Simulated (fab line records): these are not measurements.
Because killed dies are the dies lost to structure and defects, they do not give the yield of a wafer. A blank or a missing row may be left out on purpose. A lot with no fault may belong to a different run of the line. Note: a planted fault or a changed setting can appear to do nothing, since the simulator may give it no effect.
2 desks looking at one fault | flow gf180mcu | each desk has only its own numbers; what lay behind them comes last

FOR THE TOOL OWNER'S DESK: plasmaAsher-04
The tool's own readings at GF_NSD_STRIP_11 (strips in O2/N2): means of the sampled wafers that have a number, for each lot that ran on this tool. A lot is out of limits, marked OUT, if its mean lies more than 4 standard deviations from the usual mean; the brackets give that distance.
Columns: A = drypumpMotorCurrentA at GF_NSD_STRIP_11, usual 5.6 A; B = heaterPowerW at GF_NSD_STRIP_11, usual 357 W; C = o2FlowSccm at GF_NSD_STRIP_11, usual 3002 sccm; D = oesProductAu at GF_NSD_STRIP_11, usual 0.486 a.u.; E = stripTimeToEndpointS at GF_NSD_STRIP_11, usual 22.96 s
lot  | first seen here | A   | B   | C    | D     | E
L238 | day 13 15:38    | 5.1 | 352 | 3005 | 0.490 | 22.93
L240 | day 14 16:14    | 5.1 | 355 | 2995 | 0.482 | 22.99
L245 | day 15 21:04    | 4.8 | 342 | 3011 | 0.491 | 22.95
L246 | day 16 01:56    | 5.1 | 357 | 3000 | 0.488 | 22.94
L250 | day 17 08:37    | 4.8 | 334 | 3001 | 0.489 | 22.94
L251 | day 17 20:43    | 5.4 | 374 | 3000 | 0.484 | 22.96
L253 | day 18 09:08    | 5.4 | 374 | 2990 | 0.483 | 22.95
L257 | day 19 20:14    | 5.4 | 374 | 3000 | 0.488 | 22.98
This desk's verdict: no lot among the 8 shows anything out of limits.

METROLOGY DESK
What the gauges read, lot by lot, whatever tool the lot ran on: means of the sampled wafers that have a number. A lot is out of limits, marked OUT, if its mean lies more than 4 standard deviations from the usual mean; the brackets give that distance.
Columns: A = MIM_ALCU_THK at GF_MIM_THK_MEAS_11, usual 197.1 nm
lot  | first seen here | A
L238 | day 24 20:05    | 195.2
L241 | day 25 19:23    | 199.6
L240 | day 25 20:04    | 192.8
L243 | day 26 13:24    | 199.5
L244 | day 26 15:16    | 198.6
L245 | day 27 01:26    | 200.6
L246 | day 27 06:08    | 198.5
L247 | day 27 12:31    | 192.8
L250 | day 28 09:09    | 199.2
L251 | day 28 17:52    | 197.7
L253 | day 29 03:16    | 198.6
L257 | day 30 09:45    | 197.0
L261 | day 31 10:04    | 194.4
This desk's verdict: no lot among the 13 shows anything out of limits.

ALL TOGETHER
The tool owner's desk saw nothing out of limits.
The metrology desk saw nothing out of limits.

WHAT HAD BEEN PUT IN BY THE SIMULATOR
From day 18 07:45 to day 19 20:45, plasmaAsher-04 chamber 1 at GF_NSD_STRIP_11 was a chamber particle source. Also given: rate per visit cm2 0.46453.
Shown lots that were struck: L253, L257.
